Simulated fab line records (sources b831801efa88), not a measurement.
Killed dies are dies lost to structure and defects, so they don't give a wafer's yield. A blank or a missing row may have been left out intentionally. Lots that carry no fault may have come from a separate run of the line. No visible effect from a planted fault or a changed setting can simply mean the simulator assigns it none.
Which of the tools did it? | flow sfq-line | Sampling: 15 lots, 45 wafers, 4 of 325 route steps

## WHAT THE GAUGES READ, wafer by wafer
The record lacks any reading of a measuring or inspecting step that a usual standard deviation could be used to judge.

## EACH LOT AND THE TOOL THAT RAN IT (in order: tool; ch and the chambers of the sampled wafers; start)
lot  | SFQ_TRILAYER_I0_VIA_BARC_OPEN_VIA_ETCH_046 | SFQ_TRILAYER_M1_LITHO_PEB_042     | SFQ_TRILAYER_M1_ETCH_METAL_ETCH_042 | SFQ_TRILAYER_I1_VIA_LITHO_PEB_052
L856 | rie-diel-01 ch 0,1,2, day 9 21:10          | litho-track-02 ch 0, day 12 17:32 | rie-metal-02 ch 0,1, day 12 17:55   | litho-track-02 ch 0, day 16 00:20
L857 | rie-diel-04 ch 1,2,3, day 10 04:22         | litho-track-02 ch 0, day 13 01:55 | rie-metal-02 ch 0,1, day 13 02:20   | litho-track-01 ch 0, day 16 09:56
L858 | rie-diel-04 ch 0,1,2, day 10 09:14         | litho-track-02 ch 0, day 13 07:55 | rie-metal-04 ch 0,1, day 13 08:19   | litho-track-04 ch 0, day 16 19:31
L859 | rie-diel-01 ch 1,2,3, day 10 18:46         | litho-track-03 ch 0, day 13 18:50 | rie-metal-04 ch 0,1, day 13 19:14   | litho-track-04 ch 0, day 17 03:56
L860 | rie-diel-03 ch 0,1,3, day 10 23:34         | litho-track-01 ch 0, day 14 00:47 | rie-metal-03 ch 0,1, day 14 01:09   | litho-track-02 ch 0, day 17 16:26
L861 | rie-diel-03 ch 0,2, day 11 04:22           | litho-track-03 ch 0, day 14 09:05 | rie-metal-04 ch 0,1, day 14 09:28   | litho-track-04 ch 0, day 17 18:47
L864 | rie-diel-03 ch 1,3, day 11 23:07           | litho-track-03 ch 0, day 15 03:05 | rie-metal-04 ch 0,1, day 15 03:28   | litho-track-04 ch 0, day 18 18:40
L865 | rie-diel-03 ch 0,1,3, day 12 09:55         | litho-track-01 ch 0, day 15 19:29 | rie-metal-03 ch 0,1, day 15 19:53   | litho-track-01 ch 0, day 21 15:59
L866 | rie-diel-03 ch 0,1, day 12 14:43           | litho-track-02 ch 0, day 16 02:40 | rie-metal-03 ch 1, day 16 03:08     | litho-track-02 ch 0, day 21 21:58
L867 | rie-diel-03 ch 0,3, day 12 21:55           | litho-track-03 ch 0, day 16 07:31 | rie-metal-04 ch 0,1, day 16 07:53   | litho-track-01 ch 0, day 22 06:13
L869 | rie-diel-03 ch 0,2, day 13 16:09           | litho-track-01 ch 0, day 17 05:24 | rie-metal-04 ch 0,1, day 17 05:47   | litho-track-04, day 22 22:56
L870 | rie-diel-03 ch 1,2,3, day 14 04:09         | litho-track-03 ch 0, day 17 18:44 | rie-metal-03 ch 0,1, day 17 19:08   | litho-track-01, day 23 09:44
L871 | rie-diel-01 ch 0,1, day 14 12:52           | litho-track-03 ch 0, day 18 03:11 | rie-metal-02 ch 0,1, day 18 03:35   | litho-track-04, day 23 19:23
L872 | rie-diel-03 ch 0,1,2, day 14 16:27         | litho-track-02 ch 0, day 18 08:41 | rie-metal-04 ch 0,1, day 18 09:05   | litho-track-02 ch 0, day 23 22:56
L879 | rie-diel-04 ch 0,2, day 16 12:39           | litho-track-03 ch 0, day 20 07:17 | rie-metal-03 ch 1, day 20 07:45     | litho-track-04 ch 0, day 25 22:11
- SFQ_TRILAYER_I0_VIA_BARC_OPEN_VIA_ETCH_046: etches BARC in O2, target depth 125 nm, time 41.7 s.
- SFQ_TRILAYER_M1_LITHO_PEB_042: peb time 61.81 s.
- SFQ_TRILAYER_M1_ETCH_METAL_ETCH_042: etches Nb in Cl2/Ar, stops on SiO2, target depth 240 nm, time 120 s.
- SFQ_TRILAYER_I1_VIA_LITHO_PEB_052: peb time 60 s.

## WHAT THE TOOLS THEMSELVES READ (means of the sampled wafers that have a number; where no wafer has one, the mark that the record gives instead)
SFQ_TRILAYER_I0_VIA_BARC_OPEN_VIA_ETCH_046. Usual: drypump-motor-current-A 5.66 A, standard deviation 0.24; oes-product-au 0.680 a.u., standard deviation 0.0047.
lot  | tool        | drypump-motor-current-A (A) | oes-product-au (a.u.) | flag
L856 | rie-diel-01 | 5.64                        | 0.678                 |
L857 | rie-diel-04 | 5.64                        | 0.680                 |
L858 | rie-diel-04 | 5.61                        | 0.677                 |
L859 | rie-diel-01 | 5.58                        | 0.681                 |
L860 | rie-diel-03 | 5.62                        | 0.681                 |
L861 | rie-diel-03 | 5.66                        | 0.684                 |
L864 | rie-diel-03 | 5.70                        | 0.683                 |
L865 | rie-diel-03 | 5.63                        | 0.683                 |
L866 | rie-diel-03 | 5.49                        | 0.676                 |
L867 | rie-diel-03 | 5.56                        | 0.680                 |
L869 | rie-diel-03 | 5.65                        | 0.674                 |
L870 | rie-diel-03 | 5.71                        | 0.684                 |
L871 | rie-diel-01 | 5.39                        | 0.680                 |
L872 | rie-diel-03 | 5.62                        | 0.684                 |
L879 | rie-diel-04 | 5.72                        | 0.679                 |

SFQ_TRILAYER_M1_LITHO_PEB_042. Usual: chill-plate-temp-C 22.99 C, standard deviation 0.1; exhaust-pa 45.0 Pa, standard deviation 0.97; plate-sensor-t-centre-C 115.95 C, standard deviation 0.011; plate-sensor-t-edge-C 116.08 C, standard deviation 0.0095.
lot  | tool           | chill-plate-temp-C (C) | exhaust-pa (Pa) | plate-sensor-t-centre-C (C) | plate-sensor-t-edge-C (C) | flag
L856 | litho-track-02 | 23.00                  | 45.0            | 115.95                      | 116.08                    |
L857 | litho-track-02 | 22.97                  | 43.4            | 115.95                      | 116.09                    |
L858 | litho-track-02 | 22.87                  | 45.1            | 115.94                      | 116.08                    |
L859 | litho-track-03 | 23.17                  | 45.9            | 115.96                      | 116.07                    |
L860 | litho-track-01 | 22.91                  | 44.1            | 115.95                      | 116.09                    |
L861 | litho-track-03 | 22.99                  | 44.0            | 115.94                      | 116.09                    |
L864 | litho-track-03 | 22.99                  | 45.2            | 115.95                      | 116.08                    |
L865 | litho-track-01 | 22.87                  | 44.5            | 115.94                      | 116.08                    |
L866 | litho-track-02 | 23.01                  | 45.7            | 115.95                      | 116.09                    |
L867 | litho-track-03 | 23.09                  | 44.6            | 115.95                      | 116.09                    |
L869 | litho-track-01 | 23.00                  | 43.8            | 115.97                      | 116.09                    |
L870 | litho-track-03 | 22.91                  | 45.6            | 115.95                      | 116.08                    |
L871 | litho-track-03 | 23.02                  | 45.2            | 115.95                      | 116.08                    |
L872 | litho-track-02 | 22.98                  | 45.1            | 115.95                      | 116.09                    |
L879 | litho-track-03 | 23.02                  | 46.2            | 115.95                      | 116.09                    |

SFQ_TRILAYER_M1_ETCH_METAL_ETCH_042. Usual: drypump-motor-current-A 5.5 A, standard deviation 0.43; oes-product-au 0.894 a.u., standard deviation 0.0078.
lot  | tool         | drypump-motor-current-A (A) | oes-product-au (a.u.) | flag
L856 | rie-metal-02 | 4.9                         | 0.897                 |
L857 | rie-metal-02 | 5.2                         | 0.895                 |
L858 | rie-metal-04 | 5.9                         | 0.892                 |
L859 | rie-metal-04 | 6.0                         | 0.904                 |
L860 | rie-metal-03 | 5.4                         | 0.894                 |
L861 | rie-metal-04 | 6.0                         | 0.894                 |
L864 | rie-metal-04 | 5.8                         | 0.892                 |
L865 | rie-metal-03 | 5.4                         | 0.899                 |
L866 | rie-metal-03 | 5.3                         | 0.890                 |
L867 | rie-metal-04 | 5.8                         | 0.895                 |
L869 | rie-metal-04 | 5.8                         | 0.901                 |
L870 | rie-metal-03 | 5.4                         | 0.895                 |
L871 | rie-metal-02 | 5.2                         | 0.900                 |
L872 | rie-metal-04 | 5.8                         | 0.896                 |
L879 | rie-metal-03 | 5.4                         | 0.881                 |

SFQ_TRILAYER_I1_VIA_LITHO_PEB_052. Usual: chill-plate-temp-C 23.01 C, standard deviation 0.11; exhaust-pa 45.0 Pa, standard deviation 0.82.
lot  | tool           | chill-plate-temp-C (C) | exhaust-pa (Pa) | flag
L856 | litho-track-02 | 22.97                  | 44.1            |
L857 | litho-track-01 | 22.97                  | 43.7            |
L858 | litho-track-04 | 22.97                  | 45.0            |
L859 | litho-track-04 | 22.99                  | 44.5            |
L860 | litho-track-02 | 23.10                  | 44.7            |
L861 | litho-track-04 | 22.94                  | 44.9            |
L864 | litho-track-04 | 23.05                  | 45.1            |
L865 | litho-track-01 | 23.11                  | 45.0            |
L866 | litho-track-02 | 23.03                  | 45.6            |
L867 | litho-track-01 | 23.14                  | 45.4            |
L869 | litho-track-04 | -                      | -               | OFF
L870 | litho-track-01 | -                      | -               | OFF
L871 | litho-track-04 | -                      | -               | OFF
L872 | litho-track-02 | 23.11                  | 44.7            |
L879 | litho-track-04 | 22.96                  | 45.9            |

## THE ANSWER, worked out from the rows above alone
Rule: lot off if the mean of its wafers having a number is beyond 3 standard deviations from the usual mean. A lot without any number at a reading at which 4 lots or more have one is off too. Any other lot the step has rows for is counted as sound. Order of review: gauges by route order, followed by the tools' own readings, for which a lot's mean as printed above is used. The first step at which some lot is off is used, and at that step the reading that is off furthest; a lot without a number counts as furthest.
Off at SFQ_TRILAYER_I1_VIA_LITHO_PEB_052 (chill-plate-temp-C): L869, L870, L871. Without a number there: L869, L870, L871.
A tool fits if, at that step or a process step before it, it ran every lot that is off, and no sound lot after the first of them. Not one of the candidates tried fits.

## WHAT THE SIMULATOR PUT IN
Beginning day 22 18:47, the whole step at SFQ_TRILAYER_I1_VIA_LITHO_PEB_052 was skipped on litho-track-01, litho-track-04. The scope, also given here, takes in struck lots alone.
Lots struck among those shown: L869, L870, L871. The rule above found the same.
